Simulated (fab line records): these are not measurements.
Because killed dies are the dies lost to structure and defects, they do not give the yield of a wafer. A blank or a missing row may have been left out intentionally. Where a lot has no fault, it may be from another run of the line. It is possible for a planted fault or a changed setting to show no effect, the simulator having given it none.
fab line records -- flow sfq_line
record: lots: 7, wafers: 20, last_day: 95
route steps=325 shown M4@152 I4@163 JJ@178 M5@206
lots with no fault: from the same line, run without faults
start_h: start of the lot's first displayed wafer, in hours after the record's first day -- wait_h: time in hours since the lot's previous step -- " identical to the entry in the row above -- L1.1+2: a row that stands for several wafers -- - value missing, or start not given -- * or withheld: withheld -- < > ~ a bound
route shown NAME@n: NAME is a module with steps in the file, n the number in the route of the first one -- usual: mean/standard deviation of fault-free wafers -- same: alike in all rows -- chamber/n: place in a boat -- sites: the reading at each site -- _std_site: their standard deviation -- _edge_site: the outer-site mean with the inner-site mean subtracted -- radius_mm: for every site, how far away it sits from the centre of the wafer -- mask NAME#n: copy n -- behind: the most recent tool/chamber to have shaped the wafer -- hold: the reason the lot was held/the length of the hold in hours/how it ended -- device: transistor that didn't switch, given as n, p or np -- end of line: at the end of the route, the tests of the same wafers -- a step without rows: its recipe alone -- killed: dies lost to structure and defects at the first sort, not the wafer's yield -- map: dies across one wafer; x = killed, . = not, _ = none there
set.NAME: the setting as run; set.NAME@STEP: as run at that earlier step -- model.NAME: the simulator's own value behind a step, which no gauge read
a table for each step, a row for each wafer; lots at some steps of the route
services: from which hour (start_h, from the record's first day; less than 0 if before it) a tool's chamber was out of use, for how many hours, and why
== steps ==
step: SFQ_TRILAYER_M4_LITHO_COAT_098
recipe: resist: BARC, spin_rpm: 3000, resist_thk_nm: 62
step: SFQ_TRILAYER_M4_LITHO_COAT_093
recipe: resist: KrF, spin_rpm: 3000, resist_thk_nm: 600
step: SFQ_TRILAYER_M4_LITHO_SOFTBAKE_097
recipe: temp_c: withheld, time_s: withheld, resist: KrF
step: SFQ_TRILAYER_M4_LITHO_EXPOSE_094
recipe: mask_id: M4, na: 0.6, source_shape: conventional, sigma_outer: 0.65, target_cd_nm: 500, dose_mj: 14.4
step: SFQ_TRILAYER_M4_LITHO_PEB_096
recipe: peb_temp_c: 115, peb_time_s: 60, resist: KrF
step: SFQ_TRILAYER_M4_LITHO_DEVELOP_095
recipe: time_s: 60, resist: KrF
step: SFQ_M4_OVL_MEAS_926
usual: M4_OVL: 0/6
lot.wafer,tool,chamber,start_h,wait_h,M4_OVL[nm]
L368.1,overlay-01,-,1342.70,0.1,-6
L368.2,overlay-01,-,1342.70,0.1,2
L368.3,overlay-01,-,1342.70,0.1,-7
L370.1,overlay-01,-,1397.69,0.1,-4
L370.2,overlay-01,-,1397.69,0.1,4
L371.1,overlay-02,-,1400.09,0.1,-5
L371.3,overlay-02,-,1400.09,0.1,-1
L371.4,overlay-02,-,1400.09,0.1,-6
L372.1,overlay-01,-,1404.89,0.1,0
L372.4,overlay-01,-,1404.89,0.1,3
L372.5,overlay-01,-,1404.89,0.1,6
L382.2,overlay-02,-,1457.82,0.1,6
L382.5,overlay-02,-,1457.82,0.1,3
L382.6,overlay-02,-,1457.82,0.1,2
L385.4,overlay-02,-,1479.56,0.1,10
L385.5,overlay-02,-,1479.56,0.1,5
L385.6,overlay-02,-,1479.56,0.1,4
L386.1,overlay-01,-,1484.34,0.1,3
L386.3,overlay-01,-,1484.34,0.1,4
L386.6,overlay-01,-,1484.34,0.1,6
step: SFQ_TRILAYER_M4_BARC_OPEN_METAL_ETCH_123
recipe: mask_material: PR, chemistry: O2, target_depth_nm: 125, target: BARC, icp_w: 600, bias_w: 80, pressure_mtorr: 10, time_s: 41.7
usual: drypump_motor_current_A: 5.5/0.39, oes_product_au: 0.685/0.0045
lot.wafer,tool,chamber,start_h,wait_h,drypump_motor_current_A,oes_product_au,rf_hours_counter_h
L368.1,rie_metal-02,0,1342.73,0.0,5.3,0.671,38
L368.2,rie_metal-02,0,1342.73,0.0,5.3,0.682,-
L368.3,rie_metal-02,0,1342.73,0.0,5.3,0.678,-
L370.1,rie_metal-04,0,1397.73,0.0,5.2,0.687,3
L370.2,rie_metal-04,1,1397.73,0.0,5.2,0.685,7
L371.1,rie_metal-03,0,1400.13,0.0,5.5,0.682,40
L371.3,rie_metal-03,1,1400.13,0.0,5.8,0.683,-
L371.4,rie_metal-03,0,1400.13,0.0,5.5,0.682,-
L372.1,rie_metal-03,0,1404.93,0.0,5.5,0.686,41
L372.4,rie_metal-03,0,1404.93,0.0,5.5,0.685,-
L372.5,rie_metal-03,0,1404.93,0.0,5.5,0.686,-
L382.2,rie_metal-02,1,1457.85,0.0,6.4,0.677,15
L382.5,rie_metal-02,0,1457.85,0.0,5.3,0.683,-
L382.6,rie_metal-02,1,1457.85,0.0,6.4,0.685,-
L385.4,rie_metal-02,1,1479.60,0.0,6.5,0.687,-
L385.5,rie_metal-02,1,1479.60,0.0,6.4,0.694,-
L385.6,rie_metal-02,0,1479.60,0.0,5.3,0.689,-
L386.1,rie_metal-02,1,1484.38,0.0,6.4,0.688,17
L386.3,rie_metal-02,1,1484.38,0.0,6.4,0.679,-
L386.6,rie_metal-02,1,1484.38,0.0,6.4,0.683,-
step: SFQ_TRILAYER_M4_ETCH_METAL_ETCH_096
recipe: target: Nb, stop_on: SiO2, mask_material: PR, chemistry: Cl2/Ar, target_depth_nm: 240, icp_w: 600, bias_w: 80, pressure_mtorr: 10, time_s: 120
usual: drypump_motor_current_A: 5.5/0.4, oes_product_au: 0.897/0.008
lot.wafer,tool,chamber,start_h,wait_h,drypump_motor_current_A,oes_product_au,rf_hours_counter_h
L368.1,rie_metal-02,0,1342.85,0.1,5.3,0.909,38
L368.2,rie_metal-02,0,1342.85,0.1,5.3,0.900,-
L368.3,rie_metal-02,0,1342.85,0.1,5.3,0.903,-
L370.1,rie_metal-04,0,1397.79,0.0,5.2,0.900,4
L370.2,rie_metal-04,1,1397.79,0.0,5.2,0.901,7
L371.1,rie_metal-03,0,1400.19,0.0,5.5,0.903,40
L371.3,rie_metal-03,1,1400.19,0.0,5.8,0.893,-
L371.4,rie_metal-03,0,1400.19,0.0,5.5,0.884,-
L372.1,rie_metal-03,0,1404.99,0.0,5.5,0.888,41
L372.4,rie_metal-03,0,1404.99,0.0,5.5,0.900,-
L372.5,rie_metal-03,0,1404.99,0.0,5.5,0.901,-
L382.2,rie_metal-02,1,1457.91,0.0,6.5,0.894,15
L382.5,rie_metal-02,0,1457.91,0.0,5.3,0.883,-
L382.6,rie_metal-02,1,1457.91,0.0,6.4,0.897,-
L385.4,rie_metal-02,1,1479.68,0.1,6.4,0.911,-
L385.5,rie_metal-02,1,1479.68,0.1,6.4,0.916,-
L385.6,rie_metal-02,0,1479.68,0.1,5.3,0.895,-
L386.1,rie_metal-02,1,1484.44,0.0,6.5,0.895,17
L386.3,rie_metal-02,1,1484.44,0.0,6.4,0.897,-
L386.6,rie_metal-02,1,1484.44,0.0,6.5,0.891,-
step: SFQ_TRILAYER_M4_STRIP_STRIP_097
recipe: gas: O2, power_w: 200, platen_temp_c: 40, overash_fraction: 0.65, chemistry: O2, pressure_mtorr: 50
usual: drypump_motor_current_A: 5.5/0.39, oes_product_au: 1.000/0.0068
lot.wafer,tool,chamber,start_h,wait_h,drypump_motor_current_A,oes_product_au,rf_hours_counter_h
L368.1,rie_metal-02,0,1343.10,0.2,5.3,1.001,38
L368.2,rie_metal-02,0,1343.10,0.2,5.3,1.005,-
L368.3,rie_metal-02,0,1343.10,0.2,5.3,0.995,-
L370.1,rie_metal-04,0,1397.91,0.1,5.2,1.000,4
L370.2,rie_metal-04,1,1397.91,0.1,5.2,1.003,8
L371.1,rie_metal-03,0,1400.31,0.1,5.5,1.001,40
L371.3,rie_metal-03,1,1400.31,0.1,5.8,1.000,-
L371.4,rie_metal-03,0,1400.31,0.1,5.5,0.995,-
L372.1,rie_metal-03,0,1405.11,0.1,5.5,0.988,41
L372.4,rie_metal-03,0,1405.11,0.1,5.5,0.995,-
L372.5,rie_metal-03,0,1405.11,0.1,5.5,0.987,-
L382.2,rie_metal-02,1,1458.04,0.1,6.5,0.997,15
L382.5,rie_metal-02,0,1458.04,0.1,5.3,1.001,-
L382.6,rie_metal-02,1,1458.04,0.1,6.4,0.995,-
L385.4,rie_metal-02,1,1479.96,0.2,6.4,0.995,-
L385.5,rie_metal-02,1,1479.96,0.2,6.4,0.996,-
L385.6,rie_metal-02,0,1479.96,0.2,5.3,1.005,-
L386.1,rie_metal-02,1,1484.56,0.1,6.4,0.988,17
L386.3,rie_metal-02,1,1484.56,0.1,6.5,0.995,-
L386.6,rie_metal-02,1,1484.56,0.1,6.4,1.005,-
step: SFQ_TRILAYER_M4_STRIP_SOLV_CLEAN_098
recipe: chemistry: NMP, temp_c: 70, time_s: 600
step: SFQ_TRILAYER_I4_DEP_PECVD_099
recipe: material: SiO2, temp_c: 150, time_s: 111.11, pressure_torr: 2.4, rf_w: 183.3, precursor: SiH4/N2O, target_thk_nm: 500
usual: chamber_pressure_Torr: 2.400/0.0051, heater_power_w: 93/12, showerhead_vpp_V: 821/52, throttle_valve_pct: 25.1/1.7
lot.wafer,tool,chamber,start_h,wait_h,chamber_pressure_Torr,heater_power_w,showerhead_vpp_V,throttle_valve_pct
L368.1,pecvd-01,1,1344.48,0.0,2.411,86,767,28.4
L368.2,pecvd-01,2,1344.48,0.0,2.404,109,837,25.8
L368.3,pecvd-01,0,1344.48,0.0,2.403,85,913,25.4
L370.1,pecvd-01,1,1398.69,0.0,2.390,100,752,28.3
L370.2,pecvd-01,0,1398.69,0.0,2.403,84,927,25.2
L371.1,pecvd-04,0,1401.09,0.0,2.401,95,768,24.3
L371.3,pecvd-04,1,1401.09,0.0,2.411,77,775,25.2
L371.4,pecvd-04,1,1401.09,0.0,2.405,80,782,24.8
L372.1,pecvd-03,1,1405.90,0.0,2.399,81,878,23.0
L372.4,pecvd-03,1,1405.90,0.0,2.403,83,878,23.0
L372.5,pecvd-03,2,1405.90,0.0,2.395,70,791,22.4
L382.2,pecvd-01,2,1458.83,0.0,2.395,95,840,25.9
L382.5,pecvd-01,2,1458.83,0.0,2.389,100,843,25.8
L382.6,pecvd-01,0,1458.83,0.0,2.413,71,908,25.5
L385.4,pecvd-03,1,1480.58,0.0,2.391,86,872,23.3
L385.5,pecvd-03,0,1480.58,0.0,2.400,105,842,25.0
L385.6,pecvd-03,2,1480.58,0.0,2.399,80,791,22.6
L386.1,pecvd-01,2,1485.34,0.0,2.402,109,839,26.1
L386.3,pecvd-01,1,1485.34,0.0,2.403,98,765,28.0
L386.6,pecvd-01,2,1485.34,0.0,2.407,90,816,26.0
step: SFQ_TRILAYER_I4_CMP_CMP_100
recipe: material: SiO2, down_force_psi: 3, platen_rpm: 60, pad_velocity_m_s: 0.94248
usual: motor_current_A: 10.2/0.98, retaining_ring_pressure_frac: 1.000/0.0049, time_to_endpoint_s: 218/8.9
lot.wafer,tool,chamber,start_h,wait_h,motor_current_A,retaining_ring_pressure_frac,time_to_endpoint_s,model.SiO2_of_TRILAYER_I4_DEP_PECVD_099.thk_nm
L368.3,cmp-02,0,1344.55,0.0,7.9,0.997,204,200.3
L368.2,cmp-02,1,1344.55,0.0,10.6,0.996,217,200.8
L368.1,cmp-02,3,1346.05,1.5,10.4,1.001,216,198.5
L370.1,cmp-02,0,1402.19,3.5,7.9,0.995,227,181.3
L370.2,cmp-02,1,1402.19,3.5,10.8,0.993,217,202.2
L371.4,cmp-02,1,1404.69,3.5,10.7,0.996,236,201.4
L371.1,cmp-02,2,1404.69,3.5,11.0,0.998,224,179.4
L371.3,cmp-02,0,1406.19,5.1,8.2,1.006,230,200.3
L372.4,cmp-02,1,1411.19,5.2,10.8,1.006,239,202
L372.1,cmp-02,2,1411.19,5.2,11.4,0.999,227,178.8
L372.5,cmp-02,1,1413.19,7.2,10.6,1.004,246,201.5
L382.2,cmp-01,1,1475.25,16.4,9.8,0.997,215,199.4
L382.6,cmp-01,1,1477.25,18.3,9.9,0.996,209,199.9
L382.5,cmp-01,2,1477.25,18.3,9.7,1.001,213,198.5
L385.4,cmp-02,2,1486.44,5.8,10.7,1.000,204,200.6
L385.6,cmp-02,2,1488.44,7.8,11.2,0.998,212,199.9
L385.5,cmp-02,3,1488.44,7.8,10.2,1.001,228,201.7
L386.1,cmp-01,3,1488.25,2.9,10.6,1.009,221,202
L386.3,cmp-01,0,1488.25,2.9,10.5,1.004,216,199.4
L386.6,cmp-01,2,1489.75,4.3,9.4,0.995,214,198.5
step: SFQ_I4_BOW_MEAS_927
recipe: mode: bow
usual: I4_BOW: 4/9.1
lot.wafer,tool,chamber,start_h,wait_h,I4_BOW[um]
L368.1,film_metro-04,-,1347.55,1.0,-5
L368.2,film_metro-04,-,1347.55,1.0,5
L368.3,film_metro-04,-,1347.55,1.0,2
L370.1,film_metro-02,-,1404.69,2.0,9
L370.2,film_metro-02,-,1404.69,2.0,6
L371.1,film_metro-04,-,1407.69,2.0,0
L371.3,film_metro-04,-,1407.69,2.0,9
L371.4,film_metro-04,-,1407.69,2.0,4
L372.1,film_metro-01,-,1413.69,1.5,21
L372.4,film_metro-01,-,1413.69,1.5,18
L372.5,film_metro-01,-,1413.69,1.5,8
L382.2,film_metro-02,-,1478.27,2.5,-2
L382.5,film_metro-02,-,1478.27,2.5,-4
L382.6,film_metro-02,-,1478.27,2.5,-6
L385.4,film_metro-01,-,1489.50,2.6,11
L385.5,film_metro-01,-,1489.50,2.6,13
L385.6,film_metro-01,-,1489.50,2.6,7
L386.1,film_metro-04,-,1490.25,1.5,6
L386.3,film_metro-04,-,1490.25,1.5,5
L386.6,film_metro-04,-,1490.25,1.5,-6
step: SFQ_TRILAYER_I4_METRO_MEASURE_101
usual: thk_nm: 200.2/1.1
lot.wafer,tool,chamber,start_h,wait_h,thk_nm
L368.1,film_metro-04,-,1347.67,0.1,198.4
L368.2,film_metro-04,-,1347.67,0.1,200.9
L368.3,film_metro-04,-,1347.67,0.1,200.2
L370.1,film_metro-02,-,1404.81,0.1,181.2
L370.2,film_metro-02,-,1404.81,0.1,202.3
L371.1,film_metro-04,-,1407.81,0.1,179.5
L371.3,film_metro-04,-,1407.81,0.1,200.5
L371.4,film_metro-04,-,1407.81,0.1,201.3
L372.1,film_metro-01,-,1413.81,0.1,178.8
L372.4,film_metro-01,-,1413.81,0.1,202.1
L372.5,film_metro-01,-,1413.81,0.1,201.4
L382.2,film_metro-02,-,1478.57,0.3,199.3
L382.5,film_metro-02,-,1478.57,0.3,198.6
L382.6,film_metro-02,-,1478.57,0.3,200.0
L385.4,film_metro-01,-,1490.16,0.6,200.4
L385.5,film_metro-01,-,1490.16,0.6,201.5
L385.6,film_metro-01,-,1490.16,0.6,199.9
L386.1,film_metro-04,-,1490.37,0.1,201.9
L386.3,film_metro-04,-,1490.37,0.1,199.5
L386.6,film_metro-04,-,1490.37,0.1,198.6
step: SFQ_TRILAYER_I4_VIA_LITHO_COAT_108
recipe: resist: BARC, spin_rpm: 3000, resist_thk_nm: 62
step: SFQ_TRILAYER_I4_VIA_LITHO_COAT_103
recipe: resist: KrF, spin_rpm: 3000, resist_thk_nm: 650
step: SFQ_TRILAYER_I4_VIA_LITHO_SOFTBAKE_107
recipe: temp_c: withheld, time_s: withheld, resist: KrF
step: SFQ_TRILAYER_I4_VIA_LITHO_EXPOSE_104
recipe: mask_id: I4, na: 0.6, source_shape: conventional, sigma_outer: 0.65, target_cd_nm: 700, dose_mj: 21.3
step: SFQ_TRILAYER_I4_VIA_LITHO_PEB_106
recipe: peb_temp_c: 115, peb_time_s: 60, resist: KrF
step: SFQ_TRILAYER_I4_VIA_LITHO_DEVELOP_105
recipe: time_s: 60, resist: KrF
step: SFQ_I4_OVL_MEAS_928
usual: I4_OVL: 3/5.7
lot.wafer,tool,chamber,start_h,wait_h,I4_OVL[nm]
L368.1,overlay-01,-,1463.82,0.1,2
L368.2,overlay-01,-,1463.82,0.1,6
L368.3,overlay-01,-,1463.82,0.1,3
L370.1,overlay-02,-,1512.07,0.1,9
L370.2,overlay-02,-,1512.07,0.1,-4
L371.1,overlay-02,-,1515.67,0.1,11
L371.3,overlay-02,-,1515.67,0.1,8
L371.4,overlay-02,-,1515.67,0.1,6
L372.1,overlay-02,-,1521.67,0.1,0
L372.4,overlay-02,-,1521.67,0.1,8
L372.5,overlay-02,-,1521.67,0.1,-4
L382.2,overlay-01,-,1575.92,0.1,-5
L382.5,overlay-01,-,1575.92,0.1,13
L382.6,overlay-01,-,1575.92,0.1,-3
L385.4,overlay-02,-,1590.34,0.1,-7
L385.5,overlay-02,-,1590.34,0.1,-2
L385.6,overlay-02,-,1590.34,0.1,-5
L386.1,overlay-02,-,1591.52,0.1,3
L386.3,overlay-02,-,1591.52,0.1,4
L386.6,overlay-02,-,1591.52,0.1,8
step: SFQ_TRILAYER_I4_VIA_BARC_OPEN_VIA_ETCH_146
recipe: mask_material: PR, chemistry: O2, target_depth_nm: 125, target: BARC, source_w: 500, bias_w: 80, pressure_mtorr: 30, time_s: 41.7
step: SFQ_TRILAYER_I4_VIA_ETCH_VIA_ETCH_106
recipe: target: SiO2, stop_on: Nb, mask_material: PR, taper_deg: 20, chemistry: CHF3, target_depth_nm: 260, source_w: 500, bias_w: 80, pressure_mtorr: 30, time_s: withheld
usual: drypump_motor_current_A: 5.5/0.35, oes_product_au: 0.855/0.0051
lot.wafer,tool,chamber,start_h,wait_h,drypump_motor_current_A,oes_product_au,model.etch.depth_nm,model.I4.feature_depth_nm
L368.1,rie_diel-03,1,1463.89,0.0,5.6,0.847,198.5,198.5
L368.2,rie_diel-03,2,1463.89,0.0,5.7,0.859,200.8,200.8
L368.3,rie_diel-03,3,1463.89,0.0,5.3,0.852,200.3,200.3
L370.1,rie_diel-04,3,1512.14,0.0,5.4,0.810,181.3,181.3
L370.2,rie_diel-04,2,1512.14,0.0,5.0,0.860,202.2,202.2
L371.1,rie_diel-04,2,1515.74,0.0,4.9,0.805,179.4,179.4
L371.3,rie_diel-04,3,1515.74,0.0,5.5,0.851,200.3,200.3
L371.4,rie_diel-04,1,1515.74,0.0,5.9,0.855,201.4,201.4
L372.1,rie_diel-03,0,1521.74,0.0,5.6,0.802,178.8,178.8
L372.4,rie_diel-03,3,1521.74,0.0,5.3,0.859,202,202
L372.5,rie_diel-03,0,1521.74,0.0,5.6,0.862,201.5,201.5
L382.2,rie_diel-03,3,1575.99,0.0,5.3,0.857,199.4,199.4
L382.5,rie_diel-03,2,1575.99,0.0,5.7,0.852,198.5,198.5
L382.6,rie_diel-03,1,1575.99,0.0,5.6,0.857,199.9,199.9
L385.4,rie_diel-03,1,1590.39,0.0,5.6,0.854,200.6,200.6
L385.5,rie_diel-03,0,1590.39,0.0,5.6,0.857,201.7,201.7
L385.6,rie_diel-03,3,1590.39,0.0,5.3,0.853,199.9,199.9
L386.1,rie_diel-04,2,1591.59,0.0,4.9,0.860,202,202
L386.3,rie_diel-04,1,1591.59,0.0,5.9,0.854,199.4,199.4
L386.6,rie_diel-04,3,1591.59,0.0,5.5,0.849,198.5,198.5
step: SFQ_TRILAYER_I4_VIA_STRIP_STRIP_107
recipe: gas: O2, power_w: 200, platen_temp_c: 40, overash_fraction: 0.65, chemistry: O2, pressure_mtorr: 50
step: SFQ_TRILAYER_I4_VIA_STRIP_SOLV_CLEAN_108
recipe: chemistry: NMP, temp_c: 70, time_s: 600
step: SFQ_TRILAYER_JJ_TRILAYER_DEP_PRE_CLEAN_113
recipe: gas: Ar, time_s: 22.5, bias_v: 250
step: SFQ_TRILAYER_JJ_TRILAYER_DEP_SPUTTER_109
recipe: material: Nb, base_pressure_pa: 1.33e-06, chamber_pressure_pa: 0.1333, substrate_temp_c: 20, target_thk_nm: 150, power_w: 2000, time_s: 100
usual: throttle_valve_pct: 30.2/0.99
lot.wafer,tool,chamber,start_h,wait_h,throttle_valve_pct
L368.1,pvd_sputter-04,-,1464.81,0.0,29.8
L368.2,pvd_sputter-04,-,1464.81,0.0,29.3
L368.3,pvd_sputter-04,-,1464.81,0.0,29.8
L370.1,pvd_sputter-05,-,1513.06,0.0,30.8
L370.2,pvd_sputter-05,-,1513.06,0.0,31.5
L371.1,pvd_sputter-03,-,1516.66,0.0,29.9
L371.3,pvd_sputter-03,-,1516.66,0.0,31.3
L371.4,pvd_sputter-03,-,1516.66,0.0,31.3
L372.1,pvd_sputter-03,-,1522.66,0.0,30.1
L372.4,pvd_sputter-03,-,1522.66,0.0,30.0
L372.5,pvd_sputter-03,-,1522.66,0.0,31.0
L382.2,pvd_sputter-03,-,1576.91,0.0,31.1
L382.5,pvd_sputter-03,-,1576.91,0.0,31.2
L382.6,pvd_sputter-03,-,1576.91,0.0,31.1
L385.4,pvd_sputter-05,-,1591.31,0.0,28.0
L385.5,pvd_sputter-05,-,1591.31,0.0,31.0
L385.6,pvd_sputter-05,-,1591.31,0.0,31.7
L386.1,pvd_sputter-03,-,1592.51,0.0,29.8
L386.3,pvd_sputter-03,-,1592.51,0.0,31.0
L386.6,pvd_sputter-03,-,1592.51,0.0,29.4
step: SFQ_TRILAYER_JJ_TRILAYER_DEP_SPUTTER_110
recipe: material: Al, base_pressure_pa: 1.33e-06, target_thk_nm: 8, power_w: 500, time_s: 10, chamber_pressure_pa: 0.4
step: SFQ_TRILAYER_JJ_TRILAYER_DEP_AL_OXIDATION_111
recipe: pressure_mbar: 0.014667, oxidation_time_s: 600, temperature_k: 293
step: SFQ_TRILAYER_JJ_TRILAYER_DEP_SPUTTER_112
recipe: material: Nb, base_pressure_pa: 1.33e-06, chamber_pressure_pa: 0.1333, substrate_temp_c: 20, target_thk_nm: 170, power_w: 2000, time_s: 113.3
step: SFQ_JJ_RS_MEAS_929
recipe: thk_meas_gauge: four-point-probe, reads: Nb_of_TRILAYER_JJ_TRILAYER_DEP_SPUTTER_112
usual: JJ_NB_RS: 1.049/0.012
lot.wafer,tool,chamber,start_h,wait_h,JJ_NB_RS[ohm/sq]
L368.1,film_metro-03,-,1465.98,0.0,1.039
L368.2,film_metro-03,-,1465.98,0.0,1.051
L368.3,film_metro-03,-,1465.98,0.0,1.046
L370.1,film_metro-04,-,1514.23,0.0,1.065
L370.2,film_metro-04,-,1514.23,0.0,1.054
L371.1,film_metro-03,-,1517.83,0.0,1.036
L371.3,film_metro-03,-,1517.83,0.0,1.043
L371.4,film_metro-03,-,1517.83,0.0,1.029
L372.1,film_metro-02,-,1523.83,0.0,1.028
L372.4,film_metro-02,-,1523.83,0.0,1.047
L372.5,film_metro-02,-,1523.83,0.0,1.039
L382.2,film_metro-02,-,1578.10,0.1,1.067
L382.5,film_metro-02,-,1578.10,0.1,1.057
L382.6,film_metro-02,-,1578.10,0.1,1.041
L385.4,film_metro-03,-,1592.54,0.1,1.043
L385.5,film_metro-03,-,1592.54,0.1,1.057
L385.6,film_metro-03,-,1592.54,0.1,1.045
L386.1,film_metro-04,-,1593.68,0.0,1.027
L386.3,film_metro-04,-,1593.68,0.0,1.045
L386.6,film_metro-04,-,1593.68,0.0,1.034
step: SFQ_TRILAYER_JJ_CE_LITHO_COAT_119
recipe: resist: BARC, spin_rpm: 3000, resist_thk_nm: 62
step: SFQ_TRILAYER_JJ_CE_LITHO_COAT_114
recipe: resist: KrF, spin_rpm: 3000, resist_thk_nm: 600
step: SFQ_TRILAYER_JJ_CE_LITHO_SOFTBAKE_118
recipe: temp_c: withheld, time_s: withheld, resist: KrF
step: SFQ_TRILAYER_JJ_CE_LITHO_EXPOSE_115
recipe: mask_id: J5, na: 0.6, source_shape: conventional, sigma_outer: 0.65, target_cd_nm: 700, dose_mj: 14.4
step: SFQ_TRILAYER_JJ_CE_LITHO_PEB_117
recipe: peb_temp_c: 115, peb_time_s: 60, resist: KrF
step: SFQ_TRILAYER_JJ_CE_LITHO_DEVELOP_116
recipe: time_s: 60, resist: KrF
step: SFQ_JJ_OVL_MEAS_931
usual: J5_OVL: 1/6.1
lot.wafer,tool,chamber,start_h,wait_h,J5_OVL[nm]
L368.1,overlay-01,-,1561.39,0.1,9
L368.2,overlay-01,-,1561.39,0.1,-5
L368.3,overlay-01,-,1561.39,0.1,8
L370.1,overlay-01,-,1621.77,0.1,-5
L370.2,overlay-01,-,1621.77,0.1,3
L371.1,overlay-01,-,1624.17,0.1,1
L371.3,overlay-01,-,1624.17,0.1,-1
L371.4,overlay-01,-,1624.17,0.1,7
L372.1,overlay-02,-,1630.17,0.1,1
L372.4,overlay-02,-,1630.17,0.1,-18
L372.5,overlay-02,-,1630.17,0.1,-1
L382.2,overlay-01,-,1689.74,0.1,-12
L382.5,overlay-01,-,1689.74,0.1,-11
L382.6,overlay-01,-,1689.74,0.1,-11
L385.4,overlay-02,-,1701.55,0.1,4
L385.5,overlay-02,-,1701.55,0.1,-8
L385.6,overlay-02,-,1701.55,0.1,3
L386.1,overlay-02,-,1702.73,0.1,-7
L386.3,overlay-02,-,1702.73,0.1,-6
L386.6,overlay-02,-,1702.73,0.1,-6
step: SFQ_TRILAYER_JJ_CE_METRO_MEASURE_117
step: SFQ_TRILAYER_JJ_CE_BARC_OPEN_RIE_150
recipe: mask_material: PR, chemistry: O2, target_depth_nm: 240, target: BARC, icp_w: 600, bias_w: 80, pressure_mtorr: 10, time_s: 80
step: SFQ_TRILAYER_M5_ETCH_METAL_ETCH_126
recipe: target: Nb, stop_on: SiO2, mask_material: PR, over_etch_frac: 0.15, time_s: 203.2, chemistry: Cl2/BCl3, target_depth_nm: 265, icp_w: 600, bias_w: 80, pressure_mtorr: 10
usual: drypump_motor_current_A: 5.5/0.38, oes_product_au: 0.729/0.0065
lot.wafer,tool,chamber,start_h,wait_h,drypump_motor_current_A,oes_product_au,rf_hours_counter_h,model.SiO2_of_TRILAYER_I4_DEP_PECVD_099.thk_nm
L368.1,rie_metal-02,0,1676.42,0.0,5.3,0.721,83,178.7
L368.2,rie_metal-02,1,1676.42,0.0,6.4,0.722,38,181.1
L368.3,rie_metal-02,0,1676.42,0.0,5.3,0.722,-,180.5
L370.1,rie_metal-02,1,1725.87,0.0,6.5,0.719,46,161.6
L370.2,rie_metal-02,0,1725.87,0.0,5.3,0.722,90,182.3
L371.1,rie_metal-02,1,1729.47,0.0,6.4,0.735,46,159.7
L371.3,rie_metal-02,1,1729.47,0.0,6.5,0.730,-,180.5
L371.4,rie_metal-02,0,1729.47,0.0,5.3,0.737,-,181.4
L372.1,rie_metal-04,1,1734.27,0.0,5.2,0.746,53,159
L372.4,rie_metal-04,1,1734.27,0.0,5.2,0.747,-,182.2
L372.5,rie_metal-04,1,1734.27,0.0,5.2,0.736,-,181.5
L382.2,rie_metal-04,0,1793.55,0.0,5.2,0.740,56,179.7
L382.5,rie_metal-04,0,1793.55,0.0,5.3,0.733,-,178.8
L382.6,rie_metal-04,1,1793.55,0.0,5.2,0.727,-,180.1
L385.4,rie_metal-02,0,1805.61,0.1,5.3,0.727,-,180.6
L385.5,rie_metal-02,0,1805.61,0.1,5.3,0.730,-,181.7
L385.6,rie_metal-02,1,1805.61,0.1,6.4,0.724,-,179.9
L386.1,rie_metal-01,0,1807.95,0.0,5.4,0.728,97,182.4
L386.3,rie_metal-01,1,1807.95,0.0,5.4,0.730,-,179.5
L386.6,rie_metal-01,0,1807.95,0.0,5.4,0.728,-,179
== services ==
tool,chamber,start_h,hours,kind
cmp-02,-,1333.88,5.1,repair
rie_metal-04,-,1352.07,0.2,repair
rie_metal-04,-,1355.76,2.5,repair
rie_diel-03,3,1358.31,10.0,repair
rie_metal-02,-,1361.96,1.5,repair
rie_metal-03,-,1370.85,2.1,repair
cmp-02,-,1373.37,2.0,repair
cmp-02,-,1387.56,2.1,repair
pvd_sputter-03,-,1410.31,2.7,repair
cmp-02,-,1434.44,4.0,pm
pvd_sputter-03,-,1441.16,6.6,repair
rie_metal-02,-,1453.42,0.2,repair
rie_metal-03,0,1479.20,11.8,repair
rie_metal-02,-,1504.21,0.7,repair
cmp-02,-,1525.92,0.9,repair
cmp-02,-,1543.67,0.8,repair
rie_metal-02,1,1546.70,27.2,repair
cmp-02,-,1610.01,1.9,repair
cmp-02,-,1644.95,5.1,pm
cmp-02,-,1652.40,1.6,repair
cmp-02,-,1682.77,1.5,repair
cmp-02,-,1735.62,0.3,repair
rie_metal-03,-,1758.16,2.8,pm
cmp-02,-,1774.44,4.0,pm
== key ==
first_sign: step: SFQ_TRILAYER_I4_METRO_MEASURE_101, reading: thk_nm, direction: down, sigmas: 18, usual: 200.2, struck: 179.8
effect: step: SFQ_TRILAYER_I4_VIA_ETCH_VIA_ETCH_106, reading: oes_product_au, direction: down, sigmas: 9.8, usual: 0.855, struck: 0.806
model_effect: step: SFQ_TRILAYER_I4_CMP_CMP_100, value: SiO2_of_TRILAYER_I4_DEP_PECVD_099.thk_nm, without: 199.8, struck: 179.8
model_effect: step: SFQ_TRILAYER_I4_VIA_ETCH_VIA_ETCH_106, value: etch.depth_nm, without: 199.8, struck: 179.8
model_effect: step: SFQ_TRILAYER_M5_ETCH_METAL_ETCH_126, value: SiO2_of_TRILAYER_I4_DEP_PECVD_099.thk_nm, without: 180.1, struck: 160.1
met_at SFQ_TRILAYER_I4_CMP_CMP_100
struck_wafers L370.1,L371.1,L372.1
fault: kind: process_parameter_drift, tool: cmp-02, chamber: -, onset_h: 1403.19, steps: SFQ_TRILAYER_I4_CMP_CMP_100, channel: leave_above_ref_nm, offset: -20, shape: step, end_h: 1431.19, scope: struck_wafers_only, acts_in: these_recipes_only, stated: 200
